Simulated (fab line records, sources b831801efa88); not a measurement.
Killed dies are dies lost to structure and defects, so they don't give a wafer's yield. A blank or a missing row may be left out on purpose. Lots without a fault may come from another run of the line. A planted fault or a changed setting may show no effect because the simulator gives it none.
Tool commonality check | flow sky130 | 14 lots, 42 wafers sampled

WHY IT WAS OPENED
At SKY_VIA3_RS_MEAS_22 the reading VIA3_W_RS is flagged on 2 of 14 lots. Wafers without a fault read 0.292 ohm/sq, standard deviation 0.0033.
Rule: a lot is flagged when every wafer of it that has a number lies more than 4 standard deviations from that mean, or none has a number. The other lots count as sound.

lot  | measured     | on            | VIA3_W_RS (ohm/sq), wafer by wafer | flag
L904 | day 40 06:32 | film_metro-01 | 0.288 0.290 0.291                  |
L905 | day 40 17:07 | film_metro-01 | 0.289 0.289 0.300                  |
L906 | day 40 21:55 | film_metro-01 | 0.295 0.290 0.292                  |
L907 | day 41 03:47 | film_metro-02 | 0.293 0.289 0.301                  |
L908 | day 41 13:26 | film_metro-01 | 56.659 57.163 57.099               | FLAGGED
L909 | day 42 05:12 | film_metro-02 | 56.771 56.798 56.714               | FLAGGED
L917 | day 44 06:58 | film_metro-01 | 0.292 0.296 0.295                  |
L918 | day 44 12:25 | film_metro-01 | 0.298 0.293 0.292                  |
L919 | day 44 18:06 | film_metro-03 | 0.288 0.288 0.289                  |
L920 | day 45 06:14 | film_metro-02 | 0.295 0.296 0.290                  |
L921 | day 45 09:31 | film_metro-03 | 0.300 0.290 0.297                  |
L922 | day 45 10:49 | film_metro-01 | 0.292 0.293 0.295                  |
L923 | day 45 15:14 | film_metro-03 | 0.293 0.291 0.292                  |
L925 | day 46 09:19 | film_metro-02 | 0.291 0.296 0.293                  |
The numbers of the flagged lots are 56.867 ohm/sq on average: +56.575 ohm/sq against the usual, or +99 or more standard deviations.

WHICH TOOL RAN EACH LOT
The record holds 1 process step before the reading, out of a route of 708 steps. In each cell: the tool, then ch and the chambers that the sampled wafers went through, then the start.
lot  | flag    | SKY_VIA3_CVD_21
L904 |         | cvd_w-01 ch 1, day 40 06:19
L905 |         | cvd_w-02 ch 0,1, day 40 16:58
L906 |         | cvd_w-01 ch 0,1, day 40 21:47
L907 |         | cvd_w-02 ch 0,1, day 41 03:38
L908 | FLAGGED | cvd_w-02 ch 0,1, day 41 13:18
L909 | FLAGGED | cvd_w-02 ch 0,1, day 42 05:05
L917 |         | cvd_w-02 ch 0,1, day 44 06:50
L918 |         | cvd_w-02 ch 0,1, day 44 12:17
L919 |         | cvd_w-01 ch 1, day 44 17:59
L920 |         | cvd_w-02 ch 0,1, day 45 06:05
L921 |         | cvd_w-02 ch 0,1, day 45 09:23
L922 |         | cvd_w-01 ch 0,1, day 45 10:41
L923 |         | cvd_w-01 ch 0,1, day 45 15:07
L925 |         | cvd_w-01 ch 0, day 46 09:04
What these steps do:
- SKY_VIA3_CVD_21: deposits W, target thk 390 nm, time 117.31 s.
- SKY_VIA3_RS_MEAS_22: measures by four-point-probe.

FLAGGED OVER TOTAL, TOOL BY TOOL (the gauges that took the reading come last)
step                | tool          | lots run | flagged | share of the flagged lots | sound lots run after its first flagged lot
SKY_VIA3_CVD_21     | cvd_w-01      | 6        | 0       | none                      | -
SKY_VIA3_CVD_21     | cvd_w-02      | 8        | 2       | all                       | 4 (L917,L918,L920,L921)
SKY_VIA3_RS_MEAS_22 | film_metro-01 | 7        | 1       | some                      | 3 (L917,L918,L922)
SKY_VIA3_RS_MEAS_22 | film_metro-02 | 4        | 1       | some                      | 2 (L920,L925)
SKY_VIA3_RS_MEAS_22 | film_metro-03 | 3        | 0       | none                      | -

WHAT THE TABLE ALLOWS
1 row of the table ran every flagged lot: cvd_w-02 at SKY_VIA3_CVD_21.
- cvd_w-02 at SKY_VIA3_CVD_21: 2 of its 8 lots flagged. Sound lots ran on it after the first flagged one (L917, L918, L920, L921), which a lasting fault on the whole tool wouldn't allow. On the flagged lots its readings are blank where sound lots have values: chamber_pressure_Torr, heater_power_outer_w, heater_power_w.
No row of the table ran every flagged lot and no sound lot after the first.

WHAT THE SIMULATOR HAD PUT IN
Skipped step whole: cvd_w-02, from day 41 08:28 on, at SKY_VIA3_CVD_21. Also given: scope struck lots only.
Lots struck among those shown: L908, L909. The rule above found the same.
